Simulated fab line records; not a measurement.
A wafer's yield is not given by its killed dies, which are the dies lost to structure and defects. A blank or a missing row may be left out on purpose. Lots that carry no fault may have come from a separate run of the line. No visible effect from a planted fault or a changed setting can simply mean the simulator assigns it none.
Code-filled problem report in 8D (eight disciplines) form :: flow gf180mcu :: the parts of the form that need people (team, actions taken, sign-off) are left out

## 1. PROBLEM STATEMENT
Wafers free of any fault read 0.381 ohm/sq (standard deviation 0.0038) for CONTACT_W_RS at GF_CONTACT_RS_MEAS_25, against a mean of 0.292 ohm/sq on 3 wafers of 3 lots. Measured from the usual mean, that is -23 standard deviations.
The step: measures by four-point-probe.
First seen on wafer L207.6, day 20 04:12, on filmMetro-04. Wafers with a number at this step in the record: 36, from 12 lots. Rule for "out" (also "out of limits"): further than 4 standard deviations from the usual mean. The other wafers with a number count as sound.

## 2. WHAT IT IS; WHAT IT IS NOT
question: which readings at this step
is: CONTACT_W_RS
is not: -

question: which lots
is: L207, L208, L209
is not: L198, L199, L200, L201, L202, L206, L216, L218, L219

question: which wafers of those lots
is: L207.6, L208.5, L209.6
is not: L207.1, L207.2, L208.2, L208.3, L209.2, L209.4

question: read on which gauges
is: filmMetro-03, filmMetro-04
is not: filmMetro-02

question: when
is: from day 20 04:12
is not: up to then (20 sound wafers); but 13 sound wafers of L208, L209, L216, L218, L219 came after

## 3. WHAT RULES OUT EACH SUSPECT
Counting: a tool at a process step up to the reading stays a suspect if it ran every lot that is out. Sound lots after the first of them don't rule it out here, since some wafers of a struck lot are sound.
- the gauge at GF_CONTACT_RS_MEAS_25 has been ruled out. The wafers that are out were read on 2 gauges (filmMetro-03, filmMetro-04).
- cvdW-02 at GF_CONTACT_CVD_24 (deposits W, target thk 300 nm, time 90.339 s): kept. It processed each lot that is out (first: L207, day 20 04:06); up to then, its last sound lot is L206 (day 19 21:57).
Left after counting: cvdW-02 at GF_CONTACT_CVD_24.

## 4. THE CAUSE (what the simulator had put in)
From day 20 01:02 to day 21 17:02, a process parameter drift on cvdW-02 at GF_CONTACT_CVD_24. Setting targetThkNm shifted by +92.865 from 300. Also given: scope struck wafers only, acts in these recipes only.
After counting, this tool was the only one left.

## 5. THE CHAIN OF EFFECTS, in route order
Each row: a reading where the mean over the struck wafers with a number is more than 3 standard deviations away from the usual. Readings are gone through only where the record gives a usual standard deviation; hours: the median, over the lots, of the time from a lot's start at the first step in this table giving one to that lot's start at this step; sigmas: the change measured in usual standard deviations.
hours: 0
step: GF_CONTACT_RS_MEAS_25
reading: CONTACT_W_RS
usual: 0.381 ohm/sq
on struck wafers: 0.292
change: -0.089
sigmas: -23

hours: 0
step: GF_CONTACT_THK_MEAS_26
reading: CONTACT_W_THK
usual: 319 nm
on struck wafers: 422
change: +103
sigmas: +23

hours: 0
step: GF_CONTACT_CMP_27
reading: timeToEndpointS
usual: 73 s
on struck wafers: 98
change: +25
sigmas: +7.3
The process steps in it:
- GF_CONTACT_CMP_27: polishes, stops on SiO2, t overpolish 15 s, target thk 0 nm.

## 6. HOW IT WOULD HAVE BEEN CAUGHT EARLIER
In this record the first reading out of limits at a measuring or inspecting step was taken at day 20 04:12, 3 hours after the fault began at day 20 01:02.
An alarm limit of 4 standard deviations would not have fired on the tool readings at GF_CONTACT_CVD_24 for which the record gives a usual standard deviation, since none of them was out on any struck wafer.
Lots out: 3; of these, L208, L209 started GF_CONTACT_CVD_24 on cvdW-02 after day 20 04:12. A hold on the tool at that time would have spared those 2.
